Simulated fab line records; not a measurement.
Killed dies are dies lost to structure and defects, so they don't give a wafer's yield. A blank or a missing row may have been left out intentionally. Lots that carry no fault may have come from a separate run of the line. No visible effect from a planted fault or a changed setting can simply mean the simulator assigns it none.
fab line records | flow sky130
record lots=13 wafers=39 last-day=50
route steps=708 shown VT_ADJUST_LVTN@115 SONOS_TUNNEL@161 POLY_GATE@236 LDD_N@245 PAD_OPEN@708
lots that met no fault: taken from a fault-free run of the same line
start-h: start of the lot's first displayed wafer, in hours after the record's first day | wait-h: hours since the lot's step before | " identical to the entry in the row above | L1.1+2: one row covering several wafers at once | - value missing, or start not given | * or withheld: withheld | < > ~ a bound
route shown NAME@n: NAME is a module with steps in the file, n the number in the route of the first one | usual: mean and standard deviation over wafers with no fault | same: alike in all rows | chamber/n: place in a boat | sites: each site's reading | _std_site: the standard deviation of these | _edge_site: the outer-site mean with the inner-site mean subtracted | radius-mm: for every site, how far away it sits from the centre of the wafer | mask NAME#n: copy n | behind: tool/chamber where the wafer was last shaped | hold: reason for holding the lot/hours on hold/outcome of the hold | device: whichever transistor did not switch (one of n, p or np) | end of line: tests run on the same wafers once the route is complete | a step with no rows: only its recipe | killed: dies lost to structure and defects at the first sort, not the wafer's yield | map: a wafer's dies, marking killed ones x, the rest . and places with no die _
set.NAME: the run value of the setting; set.NAME@STEP: its run value at that earlier step | model.NAME: the simulator's own value behind a step, which no gauge read
route steps across a sampled set of lots; one table per step, one row per wafer
services: when a tool's chamber went out of use (start-h, in hours from the record's first day, below 0 if earlier), for how many hours, and the reason
## steps
# step SKY_VT_ADJUST_LVTN_OVL_MEAS_18
# usual VT_ADJUST_LVTN_01_OVL=0.6/1.5
# columns lot.wafer tool chamber start-h wait-h VT_ADJUST_LVTN_01_OVL[nm]
L210.3 overlay-01 - 181.69 0.1 2.5
L210.4 " - " " -1.5
L210.5 " - " " -1.0
L211.2 overlay-01 - 183.07 0.1 1.6
L211.3 " - " " 0.9
L211.5 " - " " 3.1
L212.4 overlay-02 - 191.30 0.1 0.0
L212.5 " - " " 0.0
L212.6 " - " " 2.2
L213.1 overlay-02 - 195.47 0.1 -0.8
L213.2 " - " " -1.2
L213.6 " - " " -1.9
L214.2 overlay-01 - 197.89 0.1 1.5
L214.3 " - " " 0.4
L214.4 " - " " -0.4
L215.1 overlay-01 - 198.84 0.1 -0.7
L215.3 " - " " -1.3
L215.6 " - " " -1.4
L216.2 overlay-02 - 211.47 0.1 3.3
L216.5 " - " " 3.4
L216.6 " - " " 4.6
L217.1 overlay-01 - 211.77 0.1 -1.4
L217.4 " - " " -1.3
L217.6 " - " " -0.6
L218.1 overlay-02 - 223.08 0.1 0.9
L218.5 " - " " -0.7
L218.6 " - " " 1.9
L219.2 overlay-01 - 229.72 0.1 1.3
L219.3 " - " " 3.5
L219.5 " - " " 2.1
L226.1 overlay-01 - 274.67 0.1 -1.6
L226.3 " - " " -0.1
L226.6 " - " " -0.7
L228.1 overlay-01 - 282.13 0.1 -0.3
L228.5 " - " " -0.7
L228.6 " - " " 0.5
L230.2 overlay-01 - 299.79 0.1 1.7
L230.5 " - " " 1.0
L230.6 " - " " 0.4
# step SKY_SONOS_TUNNEL_CD_MEAS_07
# recipe target-cd-nm=410
# usual cd-nm=410.1/2.3
# columns lot.wafer tool chamber start-h wait-h cd-nm
L210.3 cd-sem-01 - 272.93 0.1 414.0
L210.4 " - " " 411.4
L210.5 " - " " 415.3
L211.2 cd-sem-01 - 274.20 0.1 411.1
L211.3 " - " " 412.6
L211.5 " - " " 412.3
L212.4 cd-sem-01 - 284.69 0.1 412.7
L212.5 " - " " 409.7
L212.6 " - " " 412.4
L213.1 cd-sem-01 - 288.99 0.1 410.0
L213.2 " - " " 409.9
L213.6 " - " " 410.5
L214.2 cd-sem-02 - 291.74 0.1 412.3
L214.3 " - " " 416.0
L214.4 " - " " 412.0
L215.1 cd-sem-01 - 293.42 0.1 412.6
L215.3 " - " " 412.7
L215.6 " - " " 413.9
L216.2 cd-sem-02 - 308.85 0.1 409.3
L216.5 " - " " 410.9
L216.6 " - " " 409.9
L217.1 cd-sem-02 - 309.13 0.1 409.6
L217.4 " - " " 408.8
L217.6 " - " " 409.2
L218.1 cd-sem-01 - 322.59 0.1 405.1
L218.5 " - " " 406.4
L218.6 " - " " 406.1
L219.2 cd-sem-02 - 328.50 0.1 407.3
L219.3 " - " " 409.5
L219.5 " - " " 407.9
L226.1 cd-sem-02 - 383.14 0.1 410.1
L226.3 " - " " 409.8
L226.6 " - " " 409.3
L228.1 cd-sem-02 - 390.64 0.1 408.4
L228.5 " - " " 410.6
L228.6 " - " " 408.1
L230.2 cd-sem-01 - 410.88 0.1 408.9
L230.5 " - " " 408.6
L230.6 " - " " 407.6
# step SKY_POLY_GATE_CD_MEAS_22
# usual cd-nm=150.3/2.6
# columns lot.wafer tool chamber start-h wait-h cd-nm
L210.3 cd-sem-01 - 393.38 0.1 148.6
L210.4 " - " " 151.5
L210.5 " - " " 148.3
L211.2 cd-sem-01 - 398.84 0.1 147.2
L211.3 " - " " 153.0
L211.5 " - " " 153.7
L212.4 cd-sem-01 - 413.21 0.1 147.7
L212.5 " - " " 147.9
L212.6 " - " " 151.7
L213.1 cd-sem-02 - 414.67 0.1 151.2
L213.2 " - " " 152.9
L213.6 " - " " 153.5
L214.2 cd-sem-02 - 420.35 0.1 144.9
L214.3 " - " " 151.6
L214.4 " - " " 152.0
L215.1 cd-sem-02 - 424.51 0.1 149.9
L215.3 " - " " 148.4
L215.6 " - " " 150.3
L216.2 cd-sem-01 - 435.82 0.1 151.4
L216.5 " - " " 150.3
L216.6 " - " " 151.4
L217.1 cd-sem-01 - 441.48 0.1 149.7
L217.4 " - " " 147.9
L217.6 " - " " 149.1
L218.1 cd-sem-02 - 455.27 0.1 147.8
L218.5 " - " " 140.7
L218.6 " - " " 150.7
L219.2 cd-sem-01 - 462.85 0.1 149.5
L219.3 " - " " 154.0
L219.5 " - " " 151.2
L226.1 cd-sem-01 - 523.57 0.1 150.6
L226.3 " - " " 151.6
L226.6 " - " " 150.5
L228.1 cd-sem-01 - 531.32 0.1 150.1
L228.5 " - " " 142.8
L228.6 " - " " 151.3
L230.2 cd-sem-01 - 547.96 0.1 152.6
L230.5 " - " " 154.1
L230.6 " - " " 151.5
# step SKY_LDD_N_IMPLANT_08
# recipe species=As energy-kev=20 dose-cm2=7.5e+13 tilt-deg=withheld rotation-deg=23
# usual dose-ions-cm2=7.499e+13/7.4e+10 faraday-current-uA=422/8.8
# columns lot.wafer tool chamber start-h wait-h dose-ions-cm2 faraday-current-uA
L210.3 implanter-01 0 423.67 0.1 7.502e+13 419
L210.4 " 0 " " 7.494e+13 416
L210.5 " 0 " " 7.492e+13 410
L211.2 implanter-04 0 429.13 0.0 7.509e+13 426
L211.3 " 0 " " 7.511e+13 409
L211.5 " 0 " " 7.51e+13 437
L212.4 implanter-01 0 443.54 0.1 7.504e+13 426
L212.5 " 0 " " 7.513e+13 419
L212.6 " 0 " " 7.494e+13 422
L213.1 implanter-04 0 445.80 0.0 7.508e+13 426
L213.2 " 0 " " 7.498e+13 417
L213.6 " 0 " " 7.488e+13 432
L214.2 implanter-02 0 451.99 0.0 7.499e+13 428
L214.3 " 0 " " 7.508e+13 427
L214.4 " 0 " " 7.511e+13 425
L215.1 implanter-01 0 455.14 0.0 7.499e+13 411
L215.3 " 0 " " 7.485e+13 415
L215.6 " 0 " " 7.514e+13 424
L216.2 implanter-01 0 467.66 0.0 7.493e+13 429
L216.5 " 0 " " 7.497e+13 424
L216.6 " 0 " " 7.514e+13 439
L217.1 implanter-01 0 472.70 0.0 7.491e+13 435
L217.4 " 0 " " 7.491e+13 421
L217.6 " 0 " " 7.497e+13 420
L218.1 implanter-01 0 486.44 0.0 7.501e+13 429
L218.5 " 0 " " 7.499e+13 434
L218.6 " 0 " " 7.5e+13 408
L219.2 implanter-02 0 494.11 0.0 7.494e+13 431
L219.3 " 0 " " 7.503e+13 410
L219.5 " 0 " " 7.494e+13 418
L226.1 implanter-04 0 553.50 0.3 6.578e+13 360
L226.3 " 0 " " 6.582e+13 387
L226.6 " 0 " " 6.577e+13 368
L228.1 implanter-04 0 561.49 0.0 6.583e+13 367
L228.5 " 0 " " 6.594e+13 365
L228.6 " 0 " " 6.575e+13 366
L230.2 implanter-01 0 577.36 0.0 7.508e+13 401
L230.5 " 0 " " 7.488e+13 413
L230.6 " 0 " " 7.503e+13 396
# step SKY_PAD_OPEN_PROBE_99
# usual killed_at_M0_to_M3=43/7 killed_at_M4_up=3.1/1.9 killed-at-contacts=25/6.1 killed-at-front-end=15/4.5 killed-at-other=0.3/0.55 killed-dies=87/8.9 killed-open=47/6.4 killed-short=40/6.6
# same gross-dies=492 killed-at-back-side=0
# columns lot.wafer tool chamber start-h wait-h killed_at_M0_to_M3 killed_at_M4_up killed-at-contacts killed-at-front-end killed-at-other killed-dies killed-open killed-short
L230.2 prober-02 - 1187.98 0.1 35 4 22 11 0 72 36 36
L230.5 prober-02 - 1188.13 0.2 44 2 21 13 0 80 44 36
L230.6 prober-02 - 1188.18 0.2 42 4 20 12 0 78 43 35
# killed by level:class
L230.2 CONTACT:geometric-particle:open=9 VIA1:geometric-particle:open=8 VIA2:geometric-particle:open=8 METAL1:geometric-particle:short=7 LI_CONTACT:geometric-particle:open=5 METAL3:geometric-particle:short=5 FIELD_ISO:geometric-particle:short=4 METAL4:geometric-particle:short=4
L230.5 VIA2:geometric-particle:open=10 CONTACT:geometric-particle:open=9 VIA1:geometric-particle:open=7 CONTACT:geometric-particle:short=6 VIA1:geometric-particle:short=6 VIA3:geometric-particle:open=6 METAL1:geometric-particle:short=4 METAL2:geometric-particle:short=4
L230.6 VIA1:geometric-particle:short=9 CONTACT:geometric-particle:open=7 VIA1:geometric-particle:open=7 VIA2:geometric-particle:open=6 VIA3:geometric-particle:open=6 FIELD_ISO:geometric-particle:open=5 LI_CONTACT:geometric-particle:open=5 LOCAL_INTERCONNECT:geometric-particle:short=4
## services
# columns tool chamber start-h hours kind
implanter-04 - 421.08 4.0 pm
implanter-02 - 422.42 3.4 repair
implanter-01 - 432.44 3.0 pm
implanter-01 - 502.54 2.8 repair
implanter-02 - 538.73 4.0 pm
implanter-01 - 552.13 5.5 repair
## key
first-sign step=SKY_LDD_N_IMPLANT_08 reading=dose-ions-cm2 direction=down sigmas=99+ usual=* struck=*
effect step=SKY_LDD_N_IMPLANT_08 reading=faraday-current-uA direction=down sigmas=6 usual=422 struck=369
met-at SKY_LDD_N_IMPLANT_08
struck-lots L226,L228
tester-left-out L226,L228
not-acting-at SKY_VT_ADJUST_LVTN_OVL_MEAS_18,SKY_SONOS_TUNNEL_CD_MEAS_07,SKY_POLY_GATE_CD_MEAS_22
onset-between 445.80 553.50
fault kind=process-parameter-drift tool=implanter-04 chamber=- onset-h=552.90 steps=SKY_LDD_N_IMPLANT_08 channel=dose-cm2 offset=* shape=step end-h=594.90 acts-in=* stated=*
# tester-left-out: of these lots the tester's yield and bins aren't shown, on N5 and GAA mostly nor the transistor test; their killed dies are dies lost to structure and defects alone, not to doping, threshold or leakage, so they don't give the yield
